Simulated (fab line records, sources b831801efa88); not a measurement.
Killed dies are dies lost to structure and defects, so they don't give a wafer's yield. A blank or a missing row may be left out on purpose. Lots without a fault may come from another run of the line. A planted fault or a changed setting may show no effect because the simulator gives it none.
A struck lot beside a sound one | flow gf180mcu | 16 steps out of a route of 602
Sound: wafers L870.1, L870.4, L870.5. Struck: wafers L881.3, L881.5, L881.6. The cause comes at the end.
At each step with rows: each side's tool, then ch and its chambers, then its first start. Under that, the readings that differ: sound wafers | struck wafers | difference of the means | sigmas: that difference in standard deviations of wafers without a fault.
alike: readings whose means differ by less than 2 such deviations, and words and numbers that are the same on both sides. not compared: withheld readings, readings that some wafer has no value for, bounds like >300 that may hide the same value, and numbers for which the record gives no deviation and whose values overlap.
The two part at a step that has a row with sigmas, a row that says differs or no value, or rows on one side only. Numbers that don't overlap but have no deviation are shown without sigmas and don't part them. A reading that every wafer of one side lacks parts them only if that side has two wafers or more.

GF_NSD_CD_MEAS_07: target cd 400 nm.
  sound on cd_sem-01, day 14 14:23; struck on cd_sem-02, day 18 09:40
  alike: cd_nm
GF_NSD_OVL_MEAS_08:
  sound on overlay-01, day 14 14:30; struck on overlay-02, day 18 09:45
  alike: NSD_OVL
then, 2 steps without rows for these wafers: GF_NSD_IMPLANT_09; GF_NSD_IMPLANT_10.
GF_NSD_STRIP_11: strips in O2/N2.
  sound on plasma_asher-03 ch 0,1, day 14 14:50; struck on plasma_asher-03 ch 0,1, day 18 10:07
  alike: chamber_pressure_mTorr, drypump_motor_current_A, heater_power_w, oes_product_au, strip_time_to_endpoint_s
  not compared: rf_hours_counter_h
GF_NSD_TW_MEAS_12:
  sound on film_metro-01, day 14 14:56; struck on film_metro-03, day 18 10:11
  alike: NSD_TW
then, 6 steps without rows for these wafers: GF_PSD_DEHYDRATE_00 (time 60 s); GF_PSD_HMDS_01 (prime time 60 s); GF_PSD_COAT_02 (resist thk 1000 nm); GF_PSD_SOFTBAKE_03 (time 60 s); GF_PSD_EXPOSE_04 (exposes mask Pplus, target cd 400 nm); GF_PSD_PEB_05.
GF_PSD_DEVELOP_06: develop time 60 s.
  sound on litho_track-03 ch 0, day 15 12:07; struck on litho_track-04 ch 0, day 19 09:38
  reading              | sound             | struck            | difference | sigmas
  developer_temp_C (C) | 23.23 23.02 23.22 | 25.21 25.30 25.20 | +2.08      | +19
GF_PSD_CD_MEAS_07: target cd 400 nm.
  sound on cd_sem-01, day 15 12:16; struck on cd_sem-01, day 19 09:47
  reading    | sound             | struck            | difference | sigmas
  cd_nm (nm) | 399.6 399.6 398.4 | 393.9 393.3 393.2 | -5.7       | -3
GF_PSD_OVL_MEAS_08:
  sound on overlay-01, day 15 12:23; struck on overlay-02, day 19 09:52
  alike: PSD_OVL
GF_PASSIVATION_PROBE_99:
  the record has rows for the sound wafers here (prober-02, day 30 05:38) and none for the struck ones

WHERE THEY PART
First at GF_PSD_DEVELOP_06; last, within this record, at GF_PASSIVATION_PROBE_99.

WHY: what the simulator had put in
Process parameter drift: litho_track-04, from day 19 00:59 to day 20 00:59, at GF_PSD_DEVELOP_06. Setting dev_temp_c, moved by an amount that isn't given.
